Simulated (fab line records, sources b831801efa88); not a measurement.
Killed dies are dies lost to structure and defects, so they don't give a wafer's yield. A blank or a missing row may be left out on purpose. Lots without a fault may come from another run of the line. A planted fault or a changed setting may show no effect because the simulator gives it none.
fab line records | flow sfq_line
record lots=14 wafers=42 last_day=83
route steps=325 shown M3@129 M5@205 R5@215
lots that met no fault: from a run of the same line without faults
start_h: hours from the record's first day to the start of the lot's first wafer shown | wait_h: hours since the lot's step before | " the same as in the row above | L1.1+2: a row that stands for several wafers | - no value, or no start given | * or withheld: withheld | < > ~ a bound
route shown NAME@n: a module of which the file shows steps, and the number in the route of the first | usual: mean/standard deviation of fault-free wafers | same: alike in all rows | chamber/n: place in a boat | sites: the reading at each site | _std_site: their standard deviation | _edge_site: outer sites' mean less inner sites' | radius_mm: how far each site lies from the wafer's centre | mask NAME#n: copy n | behind: the tool/chamber that last shaped the wafer | hold: why the lot was held/for how many hours/how that ended | device: the transistor (n, p or np) that didn't switch | end of line: the same wafers' tests at the end of the route | a step without rows: its recipe alone | killed: dies lost to structure and defects at the first sort, not the wafer's yield | map: a wafer's dies, x killed, . not, _ none there
set.NAME: the setting as run; set.NAME@STEP: as run at that earlier step | model.NAME: the simulator's own value behind a step, which no gauge read
steps of the route over a sample of lots; a table a step, a row a wafer
services: from which hour (start_h, from the record's first day; less than 0 if before it) a tool's chamber was out of use, for how many hours, and why
## steps
# step SFQ_TRILAYER_M3_BARC_OPEN_METAL_ETCH_100
# recipe mask_material=PR chemistry=O2 target_depth_nm=125 target=BARC icp_w=600 bias_w=80 pressure_mtorr=10 time_s=41.7
# usual drypump_motor_current_A=5.58/0.28 oes_product_au=0.685/0.0043 rf_fwd_power_W=593/3.5
# columns lot.wafer tool chamber start_h wait_h drypump_motor_current_A oes_product_au rf_fwd_power_W rf_hours_counter_h
L129.1 rie_metal-03 0 836.72 0.0 5.01 0.690 595 90
L129.4 " 1 " " 5.67 0.685 595 -
L129.6 " 0 " " 5.01 0.687 595 -
L130.1 rie_metal-02 1 862.55 0.0 5.92 0.689 595 122
L130.5 " 0 " " 5.63 0.682 590 -
L130.6 " 1 " " 5.90 0.690 595 -
L131.2 rie_metal-03 1 863.75 0.0 5.67 0.681 595 84
L131.3 " 0 " " 5.01 0.688 596 -
L131.6 " 0 " " 5.02 0.684 598 -
L132.3 rie_metal-02 0 864.97 0.0 5.63 0.678 588 -
L132.5 " 1 " " 5.87 0.683 595 -
L132.6 " 0 " " 5.64 0.684 587 -
L134.1 rie_metal-02 1 907.07 0.0 5.89 0.678 599 130
L134.2 " 0 " " 5.63 0.687 588 114
L134.6 " 1 " " 5.88 0.690 597 -
L137.2 rie_metal-02 1 942.59 0.0 5.88 0.686 595 135
L137.5 " 1 " " 5.89 0.685 596 -
L137.6 " 0 " " 5.63 0.687 590 -
L140.1 rie_metal-02 1 965.41 0.0 5.87 0.679 596 137
L140.3 " 1 " " 5.88 0.689 594 -
L140.5 " 0 " " 5.65 0.692 590 -
L141.1 rie_metal-02 1 975.05 0.0 5.90 0.689 599 138
L141.5 " 0 " " 5.65 0.681 587 -
L141.6 " 1 " " 5.90 0.686 599 -
L144.1 rie_metal-03 1 1006.46 0.0 5.67 0.683 594 101
L144.2 " 0 " " 5.02 0.679 594 111
L144.3 " 1 " " 5.64 0.681 598 -
L148.1 rie_metal-02 1 1223.51 0.0 5.88 0.678 593 28
L148.4 " 0 " " 5.63 0.686 589 -
L148.6 " 1 " " 5.90 0.689 594 -
L149.1 rie_metal-03 0 1227.11 0.0 5.01 0.681 594 5
L149.3 " 1 " " 5.66 0.687 590 -
L149.5 " 0 " " 5.03 0.692 596 -
L150.3 rie_metal-02 0 1230.73 0.0 5.64 0.685 587 -
L150.4 " 1 " " 5.87 0.691 599 -
L150.5 " 0 " " 5.64 0.686 589 -
L151.2 rie_metal-02 0 1233.11 0.0 5.65 0.681 588 13
L151.4 " 0 " " 5.65 0.690 588 -
L151.6 " 1 " " 5.88 0.679 597 -
L152.1 rie_metal-04 1 1235.51 0.0 5.19 0.678 593 21
L152.3 " 0 " " 5.54 0.686 592 -
L152.5 " 1 " " 5.19 0.685 596 -
# step SFQ_TRILAYER_M5_BARC_OPEN_METAL_ETCH_161
# recipe mask_material=PR chemistry=O2 target_depth_nm=125 target=BARC icp_w=600 bias_w=80 pressure_mtorr=10 time_s=41.7
# usual drypump_motor_current_A=5.5/0.37 oes_product_au=0.685/0.0048 rf_fwd_power_W=594.0/2.7
# columns lot.wafer tool chamber start_h wait_h drypump_motor_current_A oes_product_au rf_fwd_power_W rf_hours_counter_h
L129.1 rie_metal-03 1 1294.29 0.0 5.7 0.688 592.6 4
L129.4 " 1 " " 5.7 0.692 592.8 -
L129.6 " 0 " " 5.0 0.690 595.5 -
L130.1 rie_metal-01 0 1308.23 0.0 5.3 0.687 592.9 92
L130.5 " 1 " " 6.1 0.693 594.2 -
L130.6 " 0 " " 5.3 0.687 593.5 -
L131.2 rie_metal-03 1 1309.43 0.0 5.7 0.684 596.6 7
L131.3 " 1 " " 5.7 0.685 594.0 -
L131.6 " 1 " " 5.7 0.690 596.3 -
L132.3 rie_metal-03 1 1311.85 0.0 5.7 0.684 594.8 -
L132.5 " 0 " " 5.0 0.681 596.3 -
L132.6 " 1 " " 5.7 0.685 594.6 -
L134.1 rie_metal-02 0 1315.43 0.0 5.6 0.680 588.3 28
L134.2 " 1 " " 5.9 0.689 597.0 46
L134.6 " 1 " " 5.9 0.691 596.1 -
L137.2 rie_metal-02 1 1446.08 0.0 5.9 0.675 599.5 69
L137.5 " 1 " " 5.9 0.688 597.4 -
L137.6 " 0 " " 5.6 0.686 590.9 -
L140.1 rie_metal-03 1 1449.68 0.0 5.6 0.684 596.7 29
L140.3 " 0 " " 5.0 0.686 834.8 -
L140.5 " 0 " " 5.0 0.686 833.0 -
L141.1 rie_metal-03 1 1477.08 0.0 5.7 0.679 596.4 33
L141.5 " 1 " " 5.7 0.684 595.5 -
L141.6 " 0 " " 5.0 0.690 834.5 -
L144.1 rie_metal-02 0 1512.59 0.0 5.6 0.687 587.8 61
L144.2 " 1 " " 5.9 0.681 597.0 76
L144.3 " 0 " " 5.7 0.688 583.6 -
L148.1 rie_metal-03 1 1656.41 0.0 5.7 0.683 594.0 61
L148.4 " 0 " " 5.0 0.688 596.6 -
L148.6 " 0 " " 5.0 0.687 595.7 -
L149.1 rie_metal-02 1 1666.06 0.0 5.9 0.684 596.0 101
L149.3 " 0 " " 5.7 0.679 587.9 -
L149.5 " 0 " " 5.6 0.686 588.0 -
L150.3 rie_metal-01 1 1674.48 0.0 6.1 0.687 596.1 -
L150.4 " 0 " " 5.4 0.678 592.8 -
L150.5 " 0 " " 5.3 0.681 591.5 -
L151.2 rie_metal-01 1 1684.06 0.0 6.1 0.685 595.5 66
L151.4 " 0 " " 5.4 0.679 593.7 -
L151.6 " 0 " " 5.3 0.682 593.6 -
L152.1 rie_metal-01 0 1691.72 0.0 5.3 0.687 596.2 17
L152.3 " 1 " " 6.1 0.679 592.3 -
L152.5 " 1 " " 6.1 0.679 593.1 -
# step SFQ_TRILAYER_M5_STRIP_STRIP_127
# recipe gas=O2 power_w=200 platen_temp_c=40 overash_fraction=0.65 chemistry=O2 pressure_mtorr=50
# usual drypump_motor_current_A=5.5/0.37 oes_product_au=0.993/0.016
# columns lot.wafer tool chamber start_h wait_h drypump_motor_current_A oes_product_au rf_hours_counter_h
L129.1 rie_metal-03 1 1294.54 0.1 5.7 0.976 4
L129.4 " 1 " " 5.7 0.986 -
L129.6 " 0 " " 5.0 1.019 -
L130.1 rie_metal-01 0 1308.48 0.1 5.3 0.990 92
L130.5 " 1 " " 6.1 0.995 -
L130.6 " 0 " " 5.3 0.984 -
L131.2 rie_metal-03 1 1309.68 0.1 5.7 0.984 7
L131.3 " 1 " " 5.7 0.988 -
L131.6 " 1 " " 5.7 0.992 -
L132.3 rie_metal-03 1 1312.28 0.3 5.7 0.974 -
L132.5 " 0 " " 5.0 1.014 -
L132.6 " 1 " " 5.7 0.976 -
L134.1 rie_metal-02 0 1315.68 0.1 5.6 0.999 29
L134.2 " 1 " " 5.9 1.005 46
L134.6 " 1 " " 5.9 1.002 -
L137.2 rie_metal-02 1 1446.34 0.1 5.9 0.998 69
L137.5 " 1 " " 5.9 0.985 -
L137.6 " 0 " " 5.6 1.006 -
L140.1 rie_metal-03 1 1449.94 0.1 5.7 0.980 29
L140.3 " 0 " " 5.0 1.023 -
L140.5 " 0 " " 5.0 1.022 -
L141.1 rie_metal-03 1 1477.34 0.1 5.7 0.970 34
L141.5 " 1 " " 5.7 0.977 -
L141.6 " 0 " " 5.0 0.999 -
L144.1 rie_metal-02 0 1512.84 0.1 5.6 0.995 61
L144.2 " 1 " " 5.9 0.995 77
L144.3 " 0 " " 5.6 0.998 -
L148.1 rie_metal-03 1 1656.67 0.1 5.7 0.986 61
L148.4 " 0 " " 5.0 1.023 -
L148.6 " 0 " " 5.0 1.011 -
L149.1 rie_metal-02 1 1666.31 0.1 5.9 0.998 101
L149.3 " 0 " " 5.7 1.007 -
L149.5 " 0 " " 5.7 1.000 -
L150.3 rie_metal-01 1 1674.91 0.3 6.1 0.977 -
L150.4 " 0 " " 5.3 0.981 -
L150.5 " 0 " " 5.3 0.984 -
L151.2 rie_metal-01 1 1684.31 0.1 6.1 0.982 67
L151.4 " 0 " " 5.3 0.976 -
L151.6 " 0 " " 5.3 0.978 -
L152.1 rie_metal-01 0 1691.97 0.1 5.3 0.975 17
L152.3 " 1 " " 6.1 0.988 -
L152.5 " 1 " " 6.1 0.982 -
# step SFQ_R5_RS_MEAS_933
# recipe thk_meas_gauge=four-point-probe reads=Ti_of_TRILAYER_R5_DEP_SPUTTER_134+MoNx_of_TRILAYER_R5_DEP_SPUTTER_133+Ti_of_TRILAYER_R5_DEP_SPUTTER_132
# usual R5_MONX_RS=7.10/0.079
# columns lot.wafer tool chamber start_h wait_h R5_MONX_RS[ohm/sq]
L129.1 film_metro-03 - 1313.71 0.0 7.15
L129.4 " - " " 7.20
L129.6 " - " " 7.18
L130.1 film_metro-01 - 1322.71 0.0 7.12
L130.5 " - " " 7.13
L130.6 " - " " 7.11
L131.2 film_metro-03 - 1325.73 0.0 6.94
L131.3 " - " " 7.17
L131.6 " - " " 7.17
L132.3 film_metro-03 - 1328.75 0.0 7.12
L132.5 " - " " 7.09
L132.6 " - " " 7.06
L134.1 film_metro-01 - 1332.31 0.0 7.16
L134.2 " - " " 7.18
L134.6 " - " " 7.15
L137.2 film_metro-03 - 1461.74 0.0 7.05
L137.5 " - " " 7.07
L137.6 " - " " 7.05
L140.1 film_metro-01 - 1467.72 0.0 7.18
L140.3 " - " " 7.18
L140.5 " - " " 7.13
L141.1 film_metro-03 - 1500.72 0.0 7.07
L141.5 " - " " 7.13
L141.6 " - " " 6.90
L144.1 film_metro-02 - 1521.85 0.0 7.16
L144.2 " - " " 7.12
L144.3 " - " " 7.10
L148.1 film_metro-03 - 1662.00 0.0 7.17
L148.4 " - " " 7.14
L148.6 " - " " 7.20
L149.1 film_metro-03 - 1671.65 0.0 7.10
L149.3 " - " " 7.11
L149.5 " - " " 7.12
L150.3 film_metro-02 - 1680.09 0.0 7.05
L150.4 " - " " 7.02
L150.5 " - " " 6.97
L151.2 film_metro-03 - 1689.49 0.0 7.11
L151.4 " - " " 7.11
L151.6 " - " " 7.17
L152.1 film_metro-02 - 1697.13 0.0 7.06
L152.3 " - " " 7.01
L152.5 " - " " 7.01
## services
# columns tool chamber start_h hours kind
rie_metal-04 0 813.21 3.3 repair
rie_metal-04 - 832.00 0.2 repair
rie_metal-03 - 837.71 2.8 pm
rie_metal-04 - 858.27 1.4 pm
rie_metal-02 0 928.80 2.4 repair
rie_metal-03 - 936.65 15.6 pm
rie_metal-04 - 941.73 2.8 pm
rie_metal-01 0 966.56 5.8 repair
rie_metal-04 0 996.50 8.0 repair
rie_metal-04 - 1043.01 0.2 repair
rie_metal-01 0 1160.92 49.1 repair
rie_metal-02 1 1166.96 2.4 repair
rie_metal-01 - 1199.70 14.6 pm
rie_metal-02 0 1245.67 2.5 repair
rie_metal-03 1 1272.33 18.5 repair
rie_metal-02 - 1324.52 1.4 pm
rie_metal-02 0 1361.30 8.1 repair
rie_metal-03 - 1366.06 1.4 pm
rie_metal-01 1 1372.04 4.8 repair
rie_metal-01 0 1390.89 7.9 repair
rie_metal-01 - 1477.19 1.0 repair
rie_metal-02 1 1487.13 19.3 repair
rie_metal-01 - 1494.21 0.3 repair
rie_metal-02 - 1626.85 2.8 pm
## key
first_sign step=SFQ_TRILAYER_M5_BARC_OPEN_METAL_ETCH_161 reading=rf_fwd_power_W direction=up sigmas=88 usual=594.0 struck=834.1
effect none on later readings
met_at SFQ_TRILAYER_M5_BARC_OPEN_METAL_ETCH_161
struck_lots L140,L141
struck_wafers L140.3,L140.5,L141.6
not_acting_at SFQ_TRILAYER_M3_BARC_OPEN_METAL_ETCH_100,SFQ_TRILAYER_M5_STRIP_STRIP_127,SFQ_R5_RS_MEAS_933
onset_between 1311.85 1449.68
fault kind=process_parameter_drift tool=rie_metal-03 chamber=0 onset_h=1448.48 steps=SFQ_TRILAYER_M5_BARC_OPEN_METAL_ETCH_161 channel=icp_w offset=240 shape=step end_h=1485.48 acts_in=these_recipes_only stated=600
